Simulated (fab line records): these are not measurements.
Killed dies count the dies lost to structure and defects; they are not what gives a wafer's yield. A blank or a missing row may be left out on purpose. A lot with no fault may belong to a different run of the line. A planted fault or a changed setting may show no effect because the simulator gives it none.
Which tool was responsible? + flow sky130 + 13 lots, 39 wafers sampled, at 4 steps of a route of 708

WHAT EACH GAUGE READ, for each wafer
SKY_LDD_N_OVL_MEAS_07. Usual: for LDD_N_OVL the level is -0.5 nm and the standard deviation is 1.4.
| lot  | measured     | on         | LDD_N_OVL (nm) | flag |
|------|--------------|------------|----------------|------|
| L282 | day 18 20:31 | overlay-02 | -1.6 -1.2 -0.6 |      |
| L284 | day 18 20:58 | overlay-01 | 2.4 1.8 1.4    |      |
| L287 | day 21 01:24 | overlay-02 | 0.0 -1.7 -1.3  |      |
| L286 | day 21 01:31 | overlay-02 | -1.3 -2.8 -3.5 |      |
| L289 | day 21 06:12 | overlay-02 | 0.9 1.0 1.0    |      |
| L291 | day 21 15:40 | overlay-02 | 0.1 -1.0 0.0   |      |
| L290 | day 21 17:19 | overlay-02 | -0.1 0.1 1.8   |      |
| L292 | day 21 21:43 | overlay-02 | -0.1 0.9 0.3   |      |
| L293 | day 22 00:43 | overlay-02 | -1.6 -1.5 -2.5 |      |
| L296 | day 23 06:01 | overlay-01 | 0.2 0.2 -0.9   |      |
| L297 | day 23 20:10 | overlay-01 | -0.7 -0.2 -0.1 |      |
| L303 | day 25 20:55 | overlay-01 | -0.2 -2.0 -0.5 |      |
| L304 | day 26 02:28 | overlay-01 | -0.8 0.6 -0.7  |      |

SKY_LDD_P_OVL_MEAS_08. Usual: for LDD_P_OVL the level is 0.9 nm and the standard deviation is 1.3.
| lot  | measured     | on         | LDD_P_OVL (nm) | flag |
|------|--------------|------------|----------------|------|
| L282 | day 20 04:20 | overlay-02 | 1.2 0.8 2.3    |      |
| L284 | day 20 05:06 | overlay-01 | 3.0 1.7 1.7    |      |
| L287 | day 22 09:16 | overlay-01 | -0.4 1.1 -0.8  |      |
| L286 | day 22 10:02 | overlay-02 | 0.7 -0.6 0.9   |      |
| L289 | day 22 13:40 | overlay-02 | -0.8 -0.7 0.0  |      |
| L291 | day 22 23:29 | overlay-02 | 1.5 0.8 1.8    |      |
| L290 | day 23 01:32 | overlay-02 | 0.4 1.1 0.7    |      |
| L292 | day 23 05:22 | overlay-02 | 0.1 1.1 -0.9   |      |
| L293 | day 23 07:57 | overlay-02 | 1.8 0.3 -0.3   |      |
| L296 | day 24 12:11 | overlay-01 | 3.3 2.2 2.2    |      |
| L297 | day 25 03:31 | overlay-02 | -0.1 1.6 1.0   |      |
| L303 | day 27 02:53 | overlay-01 | 1.8 2.0 2.0    |      |
| L304 | day 27 08:47 | overlay-01 | 2.2 2.5 2.2    |      |

SKY_LDD_P_TW_MEAS_11. Usual: for LDD_P_TW the level is 634 and the standard deviation is 3.8.
| lot  | measured     | on            | LDD_P_TW                | flag |
|------|--------------|---------------|-------------------------|------|
| L282 | day 20 04:37 | film-metro-04 | 635 631 630             |      |
| L284 | day 20 05:24 | film-metro-04 | 629 631 627             |      |
| L287 | day 22 09:34 | film-metro-03 | 639 640 641             |      |
| L286 | day 22 10:19 | film-metro-01 | 636 634 638             |      |
| L289 | day 22 13:58 | film-metro-01 | 633 633 636             |      |
| L291 | day 22 23:47 | film-metro-03 | 641 639 640             |      |
| L290 | day 23 02:09 | film-metro-04 | 785 784 785 788 786 786 | OFF  |
| L292 | day 23 05:40 | film-metro-04 | 631 627 629             |      |
| L293 | day 23 08:36 | film-metro-04 | 781 781 782 785 785 787 | OFF  |
| L296 | day 24 12:29 | film-metro-01 | 633 629 630             |      |
| L297 | day 25 03:49 | film-metro-03 | 640 641 636             |      |
| L303 | day 27 03:10 | film-metro-01 | 637 640 638             |      |
| L304 | day 27 09:05 | film-metro-03 | 634 637 639             |      |

WHAT TOOL EACH LOT RAN ON (gives the tool, then ch and the chambers of the sampled wafers, and finally the start)
| lot  | SKY_LDD_P_IMPLANT_09            |
|------|---------------------------------|
| L282 | implanter-04 ch 0, day 20 04:22 |
| L284 | implanter-04 ch 0, day 20 05:12 |
| L287 | implanter-02 ch 0, day 22 09:19 |
| L286 | implanter-04 ch 0, day 22 10:04 |
| L289 | implanter-02 ch 0, day 22 13:43 |
| L291 | implanter-04 ch 0, day 22 23:33 |
| L290 | implanter-02 ch 0, day 23 01:35 |
| L292 | implanter-02 ch 0, day 23 05:25 |
| L293 | implanter-03 ch 0, day 23 08:01 |
| L296 | implanter-03 ch 0, day 24 12:14 |
| L297 | implanter-02 ch 0, day 25 03:34 |
| L303 | implanter-02 ch 0, day 27 02:55 |
| L304 | implanter-03 ch 0, day 27 08:51 |
- SKY_LDD_P_IMPLANT_09

WHAT THE TOOLS THEMSELVES READ (means of the sampled wafers that have a number; where no wafer has one, the mark that the record gives instead)
The record holds no such reading with a usual standard deviation.

THE ANSWER, worked out from the rows above alone
Rule: take the mean of a lot's wafers that have a number; if it is more than 3 standard deviations from the usual mean, the lot is off. A lot without any number at a reading at which 4 lots or more have one is off too. The other lots that the step has rows for count as sound. First the gauges in route order, then the tools' own readings, where a lot's mean is used as printed above. The first step at which some lot is off is used, and at that step the reading that is off furthest; a lot without a number counts as furthest.
Off: L290, L293, seen at SKY_LDD_P_TW_MEAS_11 (LDD_P_TW).
If a tool, at a process step before that reading, ran all the lots that are off and no sound lot after the first of them, it fits. Gauges at SKY_LDD_P_TW_MEAS_11: tried the same way as those tools. No candidate that was tried fits.

WHAT THE SIMULATOR PUT IN
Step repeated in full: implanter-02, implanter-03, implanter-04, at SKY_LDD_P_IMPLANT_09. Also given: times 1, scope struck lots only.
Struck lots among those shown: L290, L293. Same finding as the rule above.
